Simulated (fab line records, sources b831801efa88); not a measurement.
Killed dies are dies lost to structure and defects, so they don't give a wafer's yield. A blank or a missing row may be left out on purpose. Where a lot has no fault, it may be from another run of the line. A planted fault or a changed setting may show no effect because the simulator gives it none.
fab line records | flow sky130 | part 1 of 2: steps 1 to 25 of 35
record: lots: 5 | wafers: 15 | last-day: 49
route steps=708 shown VT_ADJUST_LVTN@97 VT_ADJUST_NCORE@119 VT_ADJUST_HVTR@131
lots with no fault: from the same line, run without faults
start-h: the number of hours between the record's first day and the start of the first shown wafer of the lot | wait-h: hours since the lot's step before | " same as the row above | L1.1+2: a row that stands for several wafers | - no value, or no start was given | * or withheld: withheld | < > ~ a bound
route shown NAME@n: NAME is a module with steps in the file, n the number in the route of the first one | usual: mean/standard deviation of fault-free wafers | same: alike in all rows | chamber/n: place in a boat | sites: the reading at each site | _std_site: the values' standard deviation | _edge_site: the outer-site mean with the inner-site mean subtracted | radius-mm: for every site, how far away it sits from the centre of the wafer | mask NAME#n: copy n | behind: the tool/chamber that last shaped the wafer | hold: why the lot was held/for how many hours/how that ended | device: the transistor (n, p or np) that didn't switch | end of line: the route-end tests of the same wafers | a step with no rows: only its recipe | killed: dies that structure and defects cost at the first sort, which is not the same as the wafer's yield | map: a wafer's dies, x killed, . not, _ none there
set.NAME: the setting that was run; set.NAME@STEP: the one run at that earlier step | model.NAME: the simulator's own value behind a step, which no gauge read
certain route steps with their lots: each step a table, each wafer a row
services: the hour from which a tool's chamber was out of use, counted from the record's first day as start-h (under 0 if before that day), plus the number of hours and why
== steps ==
step: SKY_VT_ADJUST_LVTN_DEHYDRATE_00
recipe: temp-c: 200 | time-s: 60
usual: chill-plate-temp-C: 23.00/0.11
lot.wafer | tool           | chamber | start-h | wait-h | chill-plate-temp-C
L074.3    | litho-track-02 | 0       | 128.25  | 8.8    | 23.17
L074.4    | "              | 0       | "       | "      | 23.13
L074.6    | "              | 0       | "       | "      | 22.97
L075.4    | litho-track-03 | 0       | 136.74  | 8.7    | 22.94
L075.5    | "              | 0       | "       | "      | 23.11
L075.6    | "              | 0       | "       | "      | 22.99
L082.2    | litho-track-02 | 0       | 193.58  | 9.9    | 22.99
L082.3    | "              | 0       | "       | "      | 22.94
L082.6    | "              | 0       | "       | "      | 23.08
L086.3    | litho-track-04 | 0       | 212.37  | 10.0   | 22.86
L086.4    | "              | 0       | "       | "      | 22.88
L086.5    | "              | 0       | "       | "      | 22.94
L092.3    | litho-track-03 | 0       | 246.61  | 11.4   | 22.96
L092.4    | "              | 0       | "       | "      | 23.00
L092.6    | "              | 0       | "       | "      | 22.88
step: SKY_VT_ADJUST_LVTN_HMDS_01
recipe: prime-time-s: 60 | prime-temp-c: 120
usual: chill-plate-temp-C: 22.98/0.11
lot.wafer | tool           | chamber | start-h | wait-h | chill-plate-temp-C
L074.3    | litho-track-02 | 0       | 128.40  | 0.1    | 23.04
L074.4    | "              | 0       | "       | "      | 22.87
L074.6    | "              | 0       | "       | "      | 22.92
L075.4    | litho-track-03 | 0       | 136.89  | 0.1    | 22.99
L075.5    | "              | 0       | "       | "      | 22.99
L075.6    | "              | 0       | "       | "      | 22.98
L082.2    | litho-track-02 | 0       | 193.73  | 0.1    | 23.02
L082.3    | "              | 0       | "       | "      | 23.05
L082.6    | "              | 0       | "       | "      | 23.05
L086.3    | litho-track-04 | 0       | 212.52  | 0.1    | 23.01
L086.4    | "              | 0       | "       | "      | 23.04
L086.5    | "              | 0       | "       | "      | 23.15
L092.3    | litho-track-03 | 0       | 246.76  | 0.1    | 23.12
L092.4    | "              | 0       | "       | "      | 23.02
L092.6    | "              | 0       | "       | "      | 23.00
step: SKY_VT_ADJUST_LVTN_COAT_02
recipe: spin-rpm: 2000 | resist-thk-nm: 3000
usual: chill-plate-temp-C: 23.00/0.11
lot.wafer | tool           | chamber | start-h | wait-h | chill-plate-temp-C
L074.3    | litho-track-02 | 0       | 128.55  | 0.1    | 22.96
L074.4    | "              | 0       | "       | "      | 22.91
L074.6    | "              | 0       | "       | "      | 23.05
L075.4    | litho-track-03 | 0       | 137.04  | 0.1    | 22.94
L075.5    | "              | 0       | "       | "      | 22.85
L075.6    | "              | 0       | "       | "      | 23.06
L082.2    | litho-track-02 | 0       | 193.88  | 0.1    | 22.89
L082.3    | "              | 0       | "       | "      | 22.90
L082.6    | "              | 0       | "       | "      | 22.95
L086.3    | litho-track-04 | 0       | 212.67  | 0.1    | 23.11
L086.4    | "              | 0       | "       | "      | 23.13
L086.5    | "              | 0       | "       | "      | 22.96
L092.3    | litho-track-03 | 0       | 246.91  | 0.1    | 22.91
L092.4    | "              | 0       | "       | "      | 22.84
L092.6    | "              | 0       | "       | "      | 22.86
step: SKY_VT_ADJUST_LVTN_SOFTBAKE_03
recipe: temp-c: 110 | time-s: withheld
usual: chill-plate-temp-C: 23.01/0.1
lot.wafer | tool           | chamber | start-h | wait-h | chill-plate-temp-C
L074.3    | litho-track-02 | 0       | 128.72  | 0.1    | 23.08
L074.4    | "              | 0       | "       | "      | 23.03
L074.6    | "              | 0       | "       | "      | 23.03
L075.4    | litho-track-03 | 0       | 137.21  | 0.1    | 23.03
L075.5    | "              | 0       | "       | "      | 22.99
L075.6    | "              | 0       | "       | "      | 23.02
L082.2    | litho-track-02 | 0       | 194.04  | 0.1    | 23.01
L082.3    | "              | 0       | "       | "      | 23.02
L082.6    | "              | 0       | "       | "      | 22.88
L086.3    | litho-track-04 | 0       | 212.83  | 0.1    | 22.77
L086.4    | "              | 0       | "       | "      | 23.03
L086.5    | "              | 0       | "       | "      | 22.86
L092.3    | litho-track-03 | 0       | 247.08  | 0.1    | 23.01
L092.4    | "              | 0       | "       | "      | 22.94
L092.6    | "              | 0       | "       | "      | 23.14
step: SKY_VT_ADJUST_LVTN_EXPOSE_04
recipe: mask-id: NWM_COMPLEMENT_LESS_NATIVE | na: 0.6 | source-shape: conventional | sigma-outer: 0.6 | polarization: unpolarized | target-cd-nm: 840 | dose-mj: 194
lot.wafer  | tool             | chamber | start-h | wait-h | mask
L074.3+4+6 | iline-stepper-02 | 0       | -       | -      | NWM_COMPLEMENT_LESS_NATIVE#0
L075.4+5+6 | iline-stepper-02 | 0       | -       | -      | NWM_COMPLEMENT_LESS_NATIVE#0
L082.2+3+6 | iline-stepper-01 | 0       | -       | -      | NWM_COMPLEMENT_LESS_NATIVE#0
L086.3+4+5 | iline-stepper-02 | 0       | -       | -      | NWM_COMPLEMENT_LESS_NATIVE#0
L092.3+4+6 | iline-stepper-01 | 0       | -       | -      | NWM_COMPLEMENT_LESS_NATIVE#0
step: SKY_VT_ADJUST_LVTN_PEB_05
recipe: temp-c: 115 | time-s: withheld
usual: chill-plate-temp-C: 23.00/0.098
lot.wafer | tool           | chamber | start-h | wait-h | chill-plate-temp-C
L074.3    | litho-track-02 | 0       | -       | -      | 23.05
L074.4    | "              | 0       | "       | "      | 23.10
L074.6    | "              | 0       | "       | "      | 23.04
L075.4    | litho-track-02 | 0       | -       | -      | 23.17
L075.5    | "              | 0       | "       | "      | 22.96
L075.6    | "              | 0       | "       | "      | 23.09
L082.2    | litho-track-02 | 0       | -       | -      | 23.19
L082.3    | "              | 0       | "       | "      | 22.99
L082.6    | "              | 0       | "       | "      | 23.15
L086.3    | litho-track-02 | 0       | -       | -      | 22.98
L086.4    | "              | 0       | "       | "      | 23.06
L086.5    | "              | 0       | "       | "      | 23.02
L092.3    | litho-track-04 | 0       | -       | -      | 23.00
L092.4    | "              | 0       | "       | "      | 22.89
L092.6    | "              | 0       | "       | "      | 22.81
step: SKY_VT_ADJUST_LVTN_DEVELOP_06
recipe: wall-angle-deg: 90 | developer: TMAH | develop-time-s: 60 | dev-temp-c: 23
usual: chill-plate-temp-C: 22.98/0.11
lot.wafer | tool           | chamber | start-h | wait-h | chill-plate-temp-C
L074.3    | litho-track-02 | 0       | -       | -      | 22.77
L074.4    | "              | 0       | "       | "      | 22.93
L074.6    | "              | 0       | "       | "      | 22.96
L075.4    | litho-track-02 | 0       | -       | -      | 22.80
L075.5    | "              | 0       | "       | "      | 23.00
L075.6    | "              | 0       | "       | "      | 22.81
L082.2    | litho-track-02 | 0       | -       | -      | 22.92
L082.3    | "              | 0       | "       | "      | 22.98
L082.6    | "              | 0       | "       | "      | 23.06
L086.3    | litho-track-02 | 0       | -       | -      | 22.93
L086.4    | "              | 0       | "       | "      | 22.86
L086.5    | "              | 0       | "       | "      | 23.05
L092.3    | litho-track-04 | 0       | -       | -      | 23.12
L092.4    | "              | 0       | "       | "      | 23.02
L092.6    | "              | 0       | "       | "      | 22.94
step: SKY_VT_ADJUST_LVTN_OVL_MEAS_07
usual: VT_ADJUST_LVTN_OVL: 0.4/1.5
lot.wafer | tool       | chamber | start-h | wait-h | VT_ADJUST_LVTN_OVL[nm]
L074.3    | overlay-02 | -       | 138.52  | -      | 0.1
L074.4    | "          | -       | "       | "      | 0.1
L074.6    | "          | -       | "       | "      | 3.7
L075.4    | overlay-01 | -       | 147.32  | -      | 1.6
L075.5    | "          | -       | "       | "      | -0.3
L075.6    | "          | -       | "       | "      | 2.1
L082.2    | overlay-02 | -       | 204.91  | -      | 3.1
L082.3    | "          | -       | "       | "      | -1.9
L082.6    | "          | -       | "       | "      | 1.1
L086.3    | overlay-01 | -       | 223.86  | -      | 1.9
L086.4    | "          | -       | "       | "      | 1.2
L086.5    | "          | -       | "       | "      | 0.9
L092.3    | overlay-01 | -       | 259.43  | -      | 1.1
L092.4    | "          | -       | "       | "      | 1.3
L092.6    | "          | -       | "       | "      | 1.8
step: SKY_VT_ADJUST_LVTN_IMPLANT_08
recipe: species: B | energy-kev: 30 | dose-cm2: 1.57e+12 | tilt-deg: withheld
usual: beam-on-s: 10.01/0.19
lot.wafer | tool         | chamber | start-h | wait-h | beam-on-s
L074.3    | implanter-01 | 0       | 138.59  | 0.1    | 10.16
L074.4    | "            | 0       | "       | "      | 9.74
L074.6    | "            | 0       | "       | "      | 10.37
L075.4    | implanter-04 | 0       | 147.41  | 0.1    | 10.05
L075.5    | "            | 0       | "       | "      | 9.96
L075.6    | "            | 0       | "       | "      | 9.86
L082.2    | implanter-04 | 0       | 204.96  | 0.0    | 10.10
L082.3    | "            | 0       | "       | "      | 9.94
L082.6    | "            | 0       | "       | "      | 9.92
L086.3    | implanter-04 | 0       | 223.94  | 0.1    | 9.89
L086.4    | "            | 0       | "       | "      | 10.33
L086.5    | "            | 0       | "       | "      | 9.86
L092.3    | implanter-04 | 0       | 259.50  | 0.1    | 10.11
L092.4    | "            | 0       | "       | "      | 9.77
L092.6    | "            | 0       | "       | "      | 9.96
step: SKY_VT_ADJUST_LVTN_STRIP_09
recipe: chemistry: O2/N2 | power-w: 1400 | pressure-mtorr: 1500 | platen-temp-c: withheld | o2-flow-sccm: 3000 | n2-flow-sccm: 300 | overash-fraction: 0.5
usual: drypump-motor-current-A: 5.6/0.46 | oes-product-au: 0.722/0.0047 | strip-time-to-endpoint-s: 36.93/0.11
lot.wafer | tool            | chamber | start-h | wait-h | drypump-motor-current-A | oes-product-au | rf-hours-counter-h | strip-time-to-endpoint-s
L074.3    | plasma-asher-01 | 0       | 138.72  | 0.1    | 5.7                     | 0.726          | -                  | 37.00
L074.4    | "               | 1       | "       | "      | 6.1                     | 0.719          | -                  | 37.00
L074.6    | "               | 0       | "       | "      | 5.7                     | 0.723          | -                  | 37.05
L075.4    | plasma-asher-02 | 0       | 147.52  | 0.1    | 6.2                     | 0.734          | -                  | 36.93
L075.5    | "               | 1       | "       | "      | 5.4                     | 0.724          | -                  | 36.90
L075.6    | "               | 0       | "       | "      | 6.2                     | 0.711          | -                  | 36.85
L082.2    | plasma-asher-02 | 1       | 205.09  | 0.1    | 5.4                     | 0.718          | 54                 | 36.93
L082.3    | "               | 0       | "       | "      | 6.2                     | 0.722          | -                  | 36.96
L082.6    | "               | 1       | "       | "      | 5.4                     | 0.718          | -                  | 36.93
L086.3    | plasma-asher-03 | 1       | 224.07  | 0.1    | 5.9                     | 0.714          | -                  | 36.92
L086.4    | "               | 0       | "       | "      | 4.9                     | 0.734          | -                  | 36.77
L086.5    | "               | 0       | "       | "      | 5.0                     | 0.727          | -                  | 36.81
L092.3    | plasma-asher-03 | 0       | 259.63  | 0.1    | 5.0                     | 0.721          | -                  | 36.85
L092.4    | "               | 1       | "       | "      | 5.8                     | 0.716          | -                  | 36.88
L092.6    | "               | 0       | "       | "      | 5.0                     | 0.714          | -                  | 36.77
step: SKY_VT_ADJUST_LVTN_TW_MEAS_10
usual: VT_ADJUST_LVTN_TW: 240.6/1.3
lot.wafer | tool          | chamber | start-h | wait-h | VT_ADJUST_LVTN_TW
L074.3    | film-metro-01 | -       | 138.81  | 0.1    | 240.9
L074.4    | "             | -       | "       | "      | 240.6
L074.6    | "             | -       | "       | "      | 239.6
L075.4    | film-metro-02 | -       | 147.62  | 0.1    | 241.2
L075.5    | "             | -       | "       | "      | 241.4
L075.6    | "             | -       | "       | "      | 241.9
L082.2    | film-metro-02 | -       | 205.20  | 0.1    | 242.3
L082.3    | "             | -       | "       | "      | 242.9
L082.6    | "             | -       | "       | "      | 241.5
L086.3    | film-metro-03 | -       | 224.16  | 0.1    | 240.0
L086.4    | "             | -       | "       | "      | 240.0
L086.5    | "             | -       | "       | "      | 240.1
L092.3    | film-metro-03 | -       | 259.72  | 0.1    | 239.5
L092.4    | "             | -       | "       | "      | 239.6
L092.6    | "             | -       | "       | "      | 239.6
step: SKY_VT_ADJUST_LVTN_DEHYDRATE_11
recipe: temp-c: 200 | time-s: 60
usual: chill-plate-temp-C: 22.99/0.1
lot.wafer | tool           | chamber | start-h | wait-h | chill-plate-temp-C
L074.3    | litho-track-04 | 0       | 148.27  | 9.4    | 22.98
L074.4    | "              | 0       | "       | "      | 23.02
L074.6    | "              | 0       | "       | "      | 23.01
L075.4    | litho-track-02 | 0       | 156.48  | 8.8    | 23.07
L075.5    | "              | 0       | "       | "      | 22.98
L075.6    | "              | 0       | "       | "      | 23.09
L082.2    | litho-track-04 | 0       | 216.09  | 10.9   | 23.07
L082.3    | "              | 0       | "       | "      | 22.97
L082.6    | "              | 0       | "       | "      | 22.98
L086.3    | litho-track-03 | 0       | 235.56  | 11.4   | 23.08
L086.4    | "              | 0       | "       | "      | 23.02
L086.5    | "              | 0       | "       | "      | 23.19
L092.3    | litho-track-04 | 0       | 271.42  | 11.7   | 23.06
L092.4    | "              | 0       | "       | "      | 23.00
L092.6    | "              | 0       | "       | "      | 22.88
step: SKY_VT_ADJUST_LVTN_HMDS_12
recipe: prime-time-s: 60 | prime-temp-c: 120
usual: chill-plate-temp-C: 23.00/0.086
lot.wafer | tool           | chamber | start-h | wait-h | chill-plate-temp-C
L074.3    | litho-track-04 | 0       | 148.42  | 0.1    | 22.97
L074.4    | "              | 0       | "       | "      | 23.07
L074.6    | "              | 0       | "       | "      | 23.07
L075.4    | litho-track-02 | 0       | 156.63  | 0.1    | 23.02
L075.5    | "              | 0       | "       | "      | 22.97
L075.6    | "              | 0       | "       | "      | 22.93
L082.2    | litho-track-04 | 0       | 216.24  | 0.1    | 22.88
L082.3    | "              | 0       | "       | "      | 22.89
L082.6    | "              | 0       | "       | "      | 23.10
L086.3    | litho-track-03 | 0       | 235.71  | 0.1    | 23.03
L086.4    | "              | 0       | "       | "      | 23.12
L086.5    | "              | 0       | "       | "      | 23.05
L092.3    | litho-track-04 | 0       | 271.57  | 0.1    | 23.06
L092.4    | "              | 0       | "       | "      | 22.94
L092.6    | "              | 0       | "       | "      | 23.10
step: SKY_VT_ADJUST_LVTN_COAT_13
recipe: resist: NOVOLAK | spin-rpm: 3000 | resist-thk-nm: 1140
usual: chill-plate-temp-C: 23.00/0.11
lot.wafer | tool           | chamber | start-h | wait-h | chill-plate-temp-C
L074.3    | litho-track-04 | 0       | 148.57  | 0.1    | 22.89
L074.4    | "              | 0       | "       | "      | 22.91
L074.6    | "              | 0       | "       | "      | 22.84
L075.4    | litho-track-02 | 0       | 156.78  | 0.1    | 22.98
L075.5    | "              | 0       | "       | "      | 23.05
L075.6    | "              | 0       | "       | "      | 23.09
L082.2    | litho-track-04 | 0       | 216.39  | 0.1    | 22.95
L082.3    | "              | 0       | "       | "      | 22.89
L082.6    | "              | 0       | "       | "      | 22.84
L086.3    | litho-track-03 | 0       | 235.86  | 0.1    | 22.96
L086.4    | "              | 0       | "       | "      | 23.09
L086.5    | "              | 0       | "       | "      | 22.99
L092.3    | litho-track-04 | 0       | 271.72  | 0.1    | 22.89
L092.4    | "              | 0       | "       | "      | 23.01
L092.6    | "              | 0       | "       | "      | 22.99
step: SKY_VT_ADJUST_LVTN_SOFTBAKE_14
recipe: temp-c: 90 | time-s: 60 | resist: NOVOLAK
usual: chill-plate-temp-C: 22.99/0.098
lot.wafer | tool           | chamber | start-h | wait-h | chill-plate-temp-C
L074.3    | litho-track-04 | 0       | 148.72  | 0.1    | 22.91
L074.4    | "              | 0       | "       | "      | 22.88
L074.6    | "              | 0       | "       | "      | 22.92
L075.4    | litho-track-02 | 0       | 156.93  | 0.1    | 23.07
L075.5    | "              | 0       | "       | "      | 22.94
L075.6    | "              | 0       | "       | "      | 22.97
L082.2    | litho-track-04 | 0       | 216.54  | 0.1    | 22.98
L082.3    | "              | 0       | "       | "      | 22.96
L082.6    | "              | 0       | "       | "      | 23.00
L086.3    | litho-track-03 | 0       | 236.01  | 0.1    | 23.01
L086.4    | "              | 0       | "       | "      | 22.97
L086.5    | "              | 0       | "       | "      | 22.90
L092.3    | litho-track-04 | 0       | 271.87  | 0.1    | 23.09
L092.4    | "              | 0       | "       | "      | 22.93
L092.6    | "              | 0       | "       | "      | 23.04
step: SKY_VT_ADJUST_LVTN_EXPOSE_15
recipe: mask-id: HVN_STD_DERIVED | na: 0.6 | source-shape: conventional | sigma-outer: 0.6 | polarization: unpolarized | target-cd-nm: 600 | dose-mj: 163
lot.wafer  | tool             | chamber | start-h | wait-h | mask
L074.3+4+6 | iline-stepper-02 | 0       | -       | -      | HVN_STD_DERIVED#0
L075.4+5+6 | iline-stepper-01 | 0       | -       | -      | HVN_STD_DERIVED#0
L082.2+3+6 | iline-stepper-01 | 0       | -       | -      | HVN_STD_DERIVED#0
L086.3+4+5 | iline-stepper-02 | 0       | -       | -      | HVN_STD_DERIVED#0
L092.3+4+6 | iline-stepper-02 | 0       | -       | -      | HVN_STD_DERIVED#0
step: SKY_VT_ADJUST_LVTN_PEB_16
recipe: temp-c: withheld | time-s: * | resist: NOVOLAK
usual: chill-plate-temp-C: *
lot.wafer | tool           | chamber | start-h | wait-h | chill-plate-temp-C
L074.3    | litho-track-04 | 0       | -       | -      | *
L074.4    | "              | 0       | "       | "      | *
L074.6    | "              | 0       | "       | "      | *
L075.4    | litho-track-02 | 0       | -       | -      | *
L075.5    | "              | 0       | "       | "      | *
L075.6    | "              | 0       | "       | "      | *
L082.2    | litho-track-03 | 0       | -       | -      | *
L082.3    | "              | 0       | "       | "      | *
L082.6    | "              | 0       | "       | "      | *
L086.3    | litho-track-03 | 0       | -       | -      | *
L086.4    | "              | 0       | "       | "      | *
L086.5    | "              | 0       | "       | "      | *
L092.3    | litho-track-03 | 0       | -       | -      | *
L092.4    | "              | 0       | "       | "      | *
L092.6    | "              | 0       | "       | "      | *
step: SKY_VT_ADJUST_LVTN_DEVELOP_17
recipe: resist: NOVOLAK | developer: TMAH | develop-time-s: 60 | dev-temp-c: 23
usual: chill-plate-temp-C: 23.00/0.1
lot.wafer | tool           | chamber | start-h | wait-h | chill-plate-temp-C
L074.3    | litho-track-04 | 0       | 158.17  | 0.1    | 23.06
L074.4    | "              | 0       | "       | "      | 23.16
L074.6    | "              | 0       | "       | "      | 22.93
L075.4    | litho-track-02 | 0       | 167.93  | 0.1    | 23.11
L075.5    | "              | 0       | "       | "      | 23.04
L075.6    | "              | 0       | "       | "      | 22.96
L082.2    | litho-track-03 | 0       | 227.79  | 0.1    | 23.10
L082.3    | "              | 0       | "       | "      | 23.19
L082.6    | "              | 0       | "       | "      | 23.23
L086.3    | litho-track-03 | 0       | 247.76  | 0.1    | 22.76
L086.4    | "              | 0       | "       | "      | 22.88
L086.5    | "              | 0       | "       | "      | 22.94
L092.3    | litho-track-03 | 0       | 284.76  | 0.1    | 23.01
L092.4    | "              | 0       | "       | "      | 23.06
L092.6    | "              | 0       | "       | "      | 22.85
step: SKY_VT_ADJUST_LVTN_OVL_MEAS_18
usual: VT_ADJUST_LVTN_01_OVL: 0.3/1.3
lot.wafer | tool       | chamber | start-h | wait-h | VT_ADJUST_LVTN_01_OVL[nm]
L074.3    | overlay-01 | -       | 158.28  | 0.1    | -0.1
L074.4    | "          | -       | "       | "      | -1.9
L074.6    | "          | -       | "       | "      | -0.4
L075.4    | overlay-01 | -       | 168.02  | 0.1    | -0.8
L075.5    | "          | -       | "       | "      | 0.3
L075.6    | "          | -       | "       | "      | -0.3
L082.2    | overlay-01 | -       | 227.92  | 0.1    | 2.1
L082.3    | "          | -       | "       | "      | 2.5
L082.6    | "          | -       | "       | "      | 2.6
L086.3    | overlay-01 | -       | 247.87  | 0.1    | -0.5
L086.4    | "          | -       | "       | "      | -0.4
L086.5    | "          | -       | "       | "      | -0.2
L092.3    | overlay-01 | -       | 284.87  | 0.1    | 1.4
L092.4    | "          | -       | "       | "      | 0.8
L092.6    | "          | -       | "       | "      | 0.5
step: SKY_VT_ADJUST_LVTN_IMPLANT_19
recipe: species: B | energy-kev: 30 | dose-cm2: 6.5e+11 | tilt-deg: withheld
usual: beam-on-s: 10.00/0.2
lot.wafer | tool         | chamber | start-h | wait-h | beam-on-s
L074.3    | implanter-02 | 0       | 158.35  | 0.1    | 9.86
L074.4    | "            | 0       | "       | "      | 9.78
L074.6    | "            | 0       | "       | "      | 9.70
L075.4    | implanter-02 | 0       | 168.11  | 0.1    | 9.66
L075.5    | "            | 0       | "       | "      | 10.12
L075.6    | "            | 0       | "       | "      | 10.14
L082.2    | implanter-02 | 0       | 227.97  | 0.0    | 9.88
L082.3    | "            | 0       | "       | "      | 10.17
L082.6    | "            | 0       | "       | "      | 9.80
L086.3    | implanter-01 | 0       | 247.95  | 0.1    | 10.15
L086.4    | "            | 0       | "       | "      | 10.11
L086.5    | "            | 0       | "       | "      | 10.33
L092.3    | implanter-02 | 0       | 284.95  | 0.1    | 10.18
L092.4    | "            | 0       | "       | "      | 10.09
L092.6    | "            | 0       | "       | "      | 10.08
step: SKY_VT_ADJUST_LVTN_STRIP_20
recipe: chemistry: O2/N2 | power-w: 1400 | pressure-mtorr: 1500 | platen-temp-c: withheld | o2-flow-sccm: 3000 | n2-flow-sccm: 300 | overash-fraction: 0.5
usual: drypump-motor-current-A: 5.8/0.4 | oes-product-au: 0.716/0.0049 | strip-time-to-endpoint-s: 14.19/0.043
lot.wafer | tool            | chamber | start-h | wait-h | drypump-motor-current-A | oes-product-au | rf-hours-counter-h | strip-time-to-endpoint-s
L074.3    | plasma-asher-02 | 0       | 158.48  | 0.1    | 6.2                     | 0.706          | -                  | 14.27
L074.4    | "               | 1       | "       | "      | 5.4                     | 0.711          | -                  | 14.22
L074.6    | "               | 0       | "       | "      | 6.2                     | 0.710          | -                  | 14.23
L075.4    | plasma-asher-03 | 0       | 168.22  | 0.1    | 5.0                     | 0.717          | -                  | 14.21
L075.5    | "               | 1       | "       | "      | 5.8                     | 0.716          | -                  | 14.22
L075.6    | "               | 0       | "       | "      | 5.0                     | 0.716          | -                  | 14.22
L082.2    | plasma-asher-01 | 0       | 228.10  | 0.1    | 5.7                     | 0.716          | 55                 | 14.14
L082.3    | "               | 1       | "       | "      | 6.1                     | 0.725          | -                  | 14.21
L082.6    | "               | 1       | "       | "      | 6.1                     | 0.719          | -                  | 14.09
L086.3    | plasma-asher-02 | 1       | 248.08  | 0.1    | 5.4                     | 0.712          | -                  | 14.12
L086.4    | "               | 0       | "       | "      | 6.3                     | 0.727          | -                  | 14.14
L086.5    | "               | 1       | "       | "      | 5.4                     | 0.711          | -                  | 14.18
L092.3    | plasma-asher-01 | 1       | 285.08  | 0.1    | 6.2                     | 0.712          | -                  | 14.22
L092.4    | "               | 0       | "       | "      | 5.7                     | 0.716          | -                  | 14.16
L092.6    | "               | 1       | "       | "      | 6.2                     | 0.717          | -                  | 14.20
step: SKY_VT_ADJUST_LVTN_TW_MEAS_21
usual: VT_ADJUST_LVTN_2_TW: 187.5/1.1
lot.wafer | tool          | chamber | start-h | wait-h | VT_ADJUST_LVTN_2_TW
L074.3    | film-metro-01 | -       | 158.57  | 0.1    | 186.5
L074.4    | "             | -       | "       | "      | 185.7
L074.6    | "             | -       | "       | "      | 185.8
L075.4    | film-metro-01 | -       | 168.32  | 0.1    | 188.5
L075.5    | "             | -       | "       | "      | 186.9
L075.6    | "             | -       | "       | "      | 187.8
L082.2    | film-metro-01 | -       | 228.21  | 0.1    | 185.6
L082.3    | "             | -       | "       | "      | 186.3
L082.6    | "             | -       | "       | "      | 187.1
L086.3    | film-metro-02 | -       | 248.17  | 0.1    | 187.7
L086.4    | "             | -       | "       | "      | 187.8
L086.5    | "             | -       | "       | "      | 188.4
L092.3    | film-metro-01 | -       | 285.17  | 0.1    | 189.2
L092.4    | "             | -       | "       | "      | 188.0
L092.6    | "             | -       | "       | "      | 189.1
step: SKY_VT_ADJUST_NCORE_DEHYDRATE_00
recipe: temp-c: 200 | time-s: 60
usual: chill-plate-temp-C: 23.01/0.087
lot.wafer | tool           | chamber | start-h | wait-h | chill-plate-temp-C
L074.3    | litho-track-01 | 0       | 168.14  | 9.6    | 22.96
L074.4    | "              | 0       | "       | "      | 23.02
L074.6    | "              | 0       | "       | "      | 23.08
L075.4    | litho-track-04 | 0       | 177.79  | 9.5    | 22.95
L075.5    | "              | 0       | "       | "      | 23.26
L075.6    | "              | 0       | "       | "      | 22.97
L082.2    | litho-track-01 | 0       | 239.81  | 11.6   | 22.96
L082.3    | "              | 0       | "       | "      | 22.99
L082.6    | "              | 0       | "       | "      | 23.15
L086.3    | litho-track-04 | 0       | 259.47  | 11.3   | 22.87
L086.4    | "              | 0       | "       | "      | 23.04
L086.5    | "              | 0       | "       | "      | 23.07
L092.3    | litho-track-01 | 0       | 297.64  | 12.5   | 23.01
L092.4    | "              | 0       | "       | "      | 22.90
L092.6    | "              | 0       | "       | "      | 22.97
step: SKY_VT_ADJUST_NCORE_HMDS_01
recipe: prime-time-s: 60 | prime-temp-c: 120
usual: chill-plate-temp-C: 22.99/0.1
lot.wafer | tool           | chamber | start-h | wait-h | chill-plate-temp-C
L074.3    | litho-track-01 | 0       | 168.29  | 0.1    | 23.12
L074.4    | "              | 0       | "       | "      | 23.06
L074.6    | "              | 0       | "       | "      | 23.17
L075.4    | litho-track-04 | 0       | 177.94  | 0.1    | 23.08
L075.5    | "              | 0       | "       | "      | 23.10
L075.6    | "              | 0       | "       | "      | 23.07
L082.2    | litho-track-01 | 0       | 239.96  | 0.1    | 22.99
L082.3    | "              | 0       | "       | "      | 23.17
L082.6    | "              | 0       | "       | "      | 23.14
L086.3    | litho-track-04 | 0       | 259.62  | 0.1    | 23.01
L086.4    | "              | 0       | "       | "      | 23.02
L086.5    | "              | 0       | "       | "      | 22.82
L092.3    | litho-track-01 | 0       | 297.79  | 0.1    | 23.04
L092.4    | "              | 0       | "       | "      | 22.85
L092.6    | "              | 0       | "       | "      | 22.94
step: SKY_VT_ADJUST_NCORE_COAT_02
recipe: resist: NOVOLAK | spin-rpm: 3000 | resist-thk-nm: 1140
usual: chill-plate-temp-C: 23.00/0.11
lot.wafer | tool           | chamber | start-h | wait-h | chill-plate-temp-C
L074.3    | litho-track-01 | 0       | 168.44  | 0.1    | 22.86
L074.4    | "              | 0       | "       | "      | 22.98
L074.6    | "              | 0       | "       | "      | 23.02
L075.4    | litho-track-04 | 0       | 178.09  | 0.1    | 23.09
L075.5    | "              | 0       | "       | "      | 23.18
L075.6    | "              | 0       | "       | "      | 23.12
L082.2    | litho-track-01 | 0       | 240.11  | 0.1    | 23.01
L082.3    | "              | 0       | "       | "      | 23.20
L082.6    | "              | 0       | "       | "      | 23.02
L086.3    | litho-track-04 | 0       | 259.77  | 0.1    | 22.92
L086.4    | "              | 0       | "       | "      | 22.97
L086.5    | "              | 0       | "       | "      | 22.94
L092.3    | litho-track-01 | 0       | 297.94  | 0.1    | 22.90
L092.4    | "              | 0       | "       | "      | 22.92
L092.6    | "              | 0       | "       | "      | 23.03
